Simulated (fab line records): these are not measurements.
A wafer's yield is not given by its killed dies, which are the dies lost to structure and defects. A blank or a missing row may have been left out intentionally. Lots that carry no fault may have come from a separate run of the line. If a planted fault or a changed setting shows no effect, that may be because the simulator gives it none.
One fault seen from 2 desks -- flow sky130 -- numbers are kept per desk, each desk with only its own; the story behind them comes last

## FOR THE TOOL OWNER'S DESK: rtp anneal-02
At SKY_SD_N_RTA_14 (time 2 s), the tool's own readings, given per lot that ran on this tool as the mean of the sampled wafers with a number. The brackets show how far a lot's mean lies from the usual mean; more than 4 standard deviations puts the lot out of limits, marked OUT.
Columns: A = lamp power pct at SKY_SD_N_RTA_14, usual 15.73 %; B = wafer_temp_C_max at SKY_SD_N_RTA_14, usual 1078.2
lot,first seen here,A,B
L647,day 29 00:49,15.78,1077.4
L651,day 30 17:59,15.76,1079.0
L650,day 30 23:40,15.67,1076.7
L653,day 31 13:29,16.18 (+8.0) OUT,1097.2 (+15) OUT
L655,day 32 05:24,16.16 (+7.6) OUT,1095.5 (+13) OUT
L664,day 35 02:24,15.75,1077.9
L666,day 35 06:20,15.69,1077.6
This desk's verdict: out of limits on L653, L655, starting with L653 at day 31 13:29 (lamp power pct at SKY_SD_N_RTA_14). Within limits: L647, L651, L650, L664, L666.

## THE METROLOGY DESK
What the gauges read, lot by lot, whatever tool the lot ran on: means of the sampled wafers that have a number. The brackets show how far a lot's mean lies from the usual mean; more than 4 standard deviations puts the lot out of limits, marked OUT.
Columns: A = LDD_HVP_OVL at SKY_LDD_HVP_OVL_MEAS_07, usual -0.5 nm; B = RES_XHIGH_TW at SKY_RES_XHIGH_TW_MEAS_09, usual 1648; C = SD_N_RS at SKY_SD_N_RS_MEAS_16, usual 68.53 ohm/sq; D = SD_P_RS at SKY_SD_N_RS_MEAS_17, usual 147.1 ohm/sq
lot,first seen here,A,B,C,D
L647,day 22 19:47,-0.7,1657,68.40,146.7
L651,day 24 16:26,-0.2,1652,68.56,146.8
L650,day 24 21:40,-1.3,1653,68.60,147.2
L652,day 25 00:32,-0.3,1629,68.57,147.2
L653,day 25 11:50,-0.9,1654,65.20 (-28) OUT,131.2 (-36) OUT
L654,day 25 21:04,-0.5,1640,68.71,147.9
L655,day 26 04:38,-0.7,1638,65.06 (-29) OUT,130.5 (-38) OUT
L662,day 28 18:02,0.8,1663,68.51,147.2
L663,day 28 22:43,-0.3,1637,68.41,146.5
L664,day 29 07:04,-1.2,1658,68.58,147.0
L666,day 29 11:20,1.0,1655,68.47,146.9
Per this desk, out of limits: L653, L655; the first was L653, day 31 13:40 (SD_N_RS at SKY_SD_N_RS_MEAS_16). Within limits: L647, L651, L650, L652, L654, L662, L663, L664, L666.

## PUT TOGETHER
At day 31 13:29, on L653, L655, the tool owner's desk was in a position to raise an alarm.
L653, L655 would have let the metrology desk raise an alarm at day 31 13:40.
The lots listed all ran SKY_SD_N_RTA_14 on rtp anneal-02.

## WHAT THE SIMULATOR HAD INSERTED
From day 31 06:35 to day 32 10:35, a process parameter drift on rtp anneal-02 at SKY_SD_N_RTA_14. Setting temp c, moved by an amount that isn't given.
Lots struck among those shown: L653, L655.
Time in hours from fault onset to the first out-of-limits reading at each desk: tool owner's desk 7, metrology desk 7.
